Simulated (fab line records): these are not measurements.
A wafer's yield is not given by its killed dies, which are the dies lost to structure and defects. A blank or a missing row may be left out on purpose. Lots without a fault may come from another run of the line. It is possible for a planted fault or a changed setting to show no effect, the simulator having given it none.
Struck lot and sound lot, side by side + flow sky130 + 15 out of 708 route steps
Sound: wafers L135.1, L135.2, L135.5. The struck wafers were L128.2, L128.4, L128.5. At the end, the cause is stated.
Order at every step that has rows: each side's tool, ch and its chambers, its first start. Under that, the readings that differ: sound wafers + struck wafers + difference of the means + sigmas: that difference in standard deviations of wafers without a fault.
alike: readings with means less than 2 such deviations apart, plus words and numbers identical on both sides. not compared: withheld readings, readings lacking a value on some wafer, bounds such as >300 that could conceal the same value, and numbers that have no deviation in the record and whose values overlap.
The two part at a step that has a row with sigmas, a row that says differs or no value, or rows on one side only. When numbers do not overlap yet have no deviation, they are printed without sigmas and do not part them. A reading that every wafer of one side lacks parts them only if that side has two wafers or more.

first, 4 steps without rows for these wafers: SKY_VIA2_SOFTBAKE_08 (time 90 s); SKY_VIA2_EXPOSE_09 (exposes mask VIM2, target cd 200 nm); SKY_VIA2_PEB_10; SKY_VIA2_DEVELOP_11 (develop time 60 s).
SKY_VIA2_CD_MEAS_12: target cd 200 nm.
  sound on cd_sem-02, day 40 17:00; struck on cd_sem-01, day 38 14:49
  alike: cd_nm
SKY_VIA2_OVL_MEAS_13:
  sound on overlay-01, day 40 17:07; struck on overlay-01, day 38 14:55
  alike: VIA2_OVL
SKY_VIA2_ETCH_14: etches BARC in N2/H2, stops on SiO2, time 45.9 s, target depth 60 nm.
  sound on rie_diel-04 ch 0,1, day 40 17:09; struck on rie_diel-01 ch 1,2,3, day 38 14:57
  alike: bias_w, chamber_pressure_mTorr, drypump_motor_current_A, oes_product_au, throttle_valve_pct
  not compared: rf_hours_counter_h
SKY_VIA2_ETCH_15: etches SiO2 in C4F8/O2/Ar, stops on TiN, target depth 546 nm, time 85.76 s.
  sound on rie_diel-04 ch 0,1, day 40 17:11; struck on rie_diel-01 ch 1,2,3, day 38 14:59
  alike: chamber_pressure_mTorr, oes_product_au
  not compared: rf_hours_counter_h
SKY_VIA2_STRIP_16: strips in O2/N2.
  sound on plasma_asher-03 ch 0,1, day 40 17:16; struck on plasma_asher-02 ch 0,1, day 38 15:04
  alike: chamber_pressure_mTorr, drypump_motor_current_A, oes_product_au, strip_time_to_endpoint_s
  not compared: rf_hours_counter_h
then, 3 steps without rows for these wafers: SKY_VIA2_STRIP_17 (strips in post etch residue remover, time 1200 s); SKY_VIA2_CLEAN_18 (cleans in IPA, time 180 s); SKY_VIA2_CLEAN_19 (cleans in O3/DIW).
SKY_VIA2_SPUTTER_20: material TiN, target thk 20 nm, time 80 s.
  sound on pvd_sputter-02, day 40 17:53; struck on pvd_sputter-03, day 38 15:39
| reading                                  | sound                | struck               | difference | sigmas      |
|------------------------------------------|----------------------|----------------------|------------|-------------|
| cathode_dc_power_W (W)                   | 3999.4 4000.2 4000.4 | 4176.7 4177.2 4177.2 | +177.0     | +99 or more |
| model.TiN_of_VIA2_SPUTTER_20.thk_nm (nm) | 20.47 19.8 19.7      | 20.74 21.15 21.23    | +1.05      |             |
  alike: throttle_valve_pct
SKY_VIA2_CVD_21: deposits W, target thk 420 nm, time 126.4 s.
  sound on cvd_w-01 ch 0,1, day 40 17:56; struck on cvd_w-01 ch 1, day 38 15:43
| reading            | sound       | struck      | difference | sigmas |
|--------------------|-------------|-------------|------------|--------|
| heater_power_w (W) | 879 842 857 | 934 928 924 | +69        | +3     |
next, for these wafers, 1 step has no rows: SKY_PAD_OPEN_PROBE_99.

== WHERE THEY PART ==
Earliest at SKY_VIA2_SPUTTER_20; latest, in this record, at SKY_VIA2_CVD_21.

WHY: what the simulator had put in
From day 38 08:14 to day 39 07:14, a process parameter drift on pvd_sputter-03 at SKY_VIA2_SPUTTER_20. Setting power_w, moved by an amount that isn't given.
